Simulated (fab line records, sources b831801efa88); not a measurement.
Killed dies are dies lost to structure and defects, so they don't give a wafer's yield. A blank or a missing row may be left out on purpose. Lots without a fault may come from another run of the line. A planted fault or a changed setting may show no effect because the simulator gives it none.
Which tool did it? | flow gf180mcu | 7 lots, 21 wafers sampled, at 2 steps of a route of 602

WHAT THE GAUGES READ, wafer by wafer
GF_M4_OVL_MEAS_15.
lot  | measured     | on         | M4_OVL (nm)
L197 | day 24 00:37 | overlay-02 | -11 -3 -9
L199 | day 24 15:25 | overlay-02 | -4 -2 -9
L201 | day 25 08:17 | overlay-02 | -2 1 -1
L208 | day 27 14:58 | overlay-02 | -6 -3 -3
L214 | day 29 08:46 | overlay-01 | -6 -5 -3
L217 | day 30 01:15 | overlay-02 | -3 0 -2
L219 | day 30 19:46 | overlay-02 | -1 -10 -16

WHICH TOOL RAN EACH LOT (tool, then ch and the chambers of the sampled wafers, then the start)
lot  | GF_CONTACT_ETCH_17
L197 | rie_diel-04 ch 1,2, day 16 16:00
L199 | rie_diel-04 ch 0,2,3, day 17 08:00
L201 | rie_diel-02 ch 0,1,3, day 18 02:00
L208 | rie_diel-02 ch 1,2,3, day 20 17:00
L214 | rie_diel-03 ch 1,2, day 22 20:00
L217 | rie_diel-02 ch 1,3, day 23 15:00
L219 | rie_diel-04 ch 0,1,3, day 24 10:00
- GF_CONTACT_ETCH_17: etches SiO2 in C4F8/O2/Ar, stops on CoSi2, target depth 860 nm.

THE ANSWER, worked out from the rows above alone
Rule: what is usual is taken from the lots themselves. Put in order of their means at a reading, lots are off if they are a third of the lots or fewer, leave a main group of 4 or more, and stand apart from it by a gap of 3 or more times the standard deviation of the main group's means; of several such gaps the widest counts. A main group whose means are all the same, to the digits that the tables above print for the reading, isn't used. A lot without any number at a reading at which 4 lots or more have one is off too. The other lots that the step has rows for count as sound.
No lot is off at any reading shown: from this, nothing can be told.

WHAT THE SIMULATOR HAD PUT IN
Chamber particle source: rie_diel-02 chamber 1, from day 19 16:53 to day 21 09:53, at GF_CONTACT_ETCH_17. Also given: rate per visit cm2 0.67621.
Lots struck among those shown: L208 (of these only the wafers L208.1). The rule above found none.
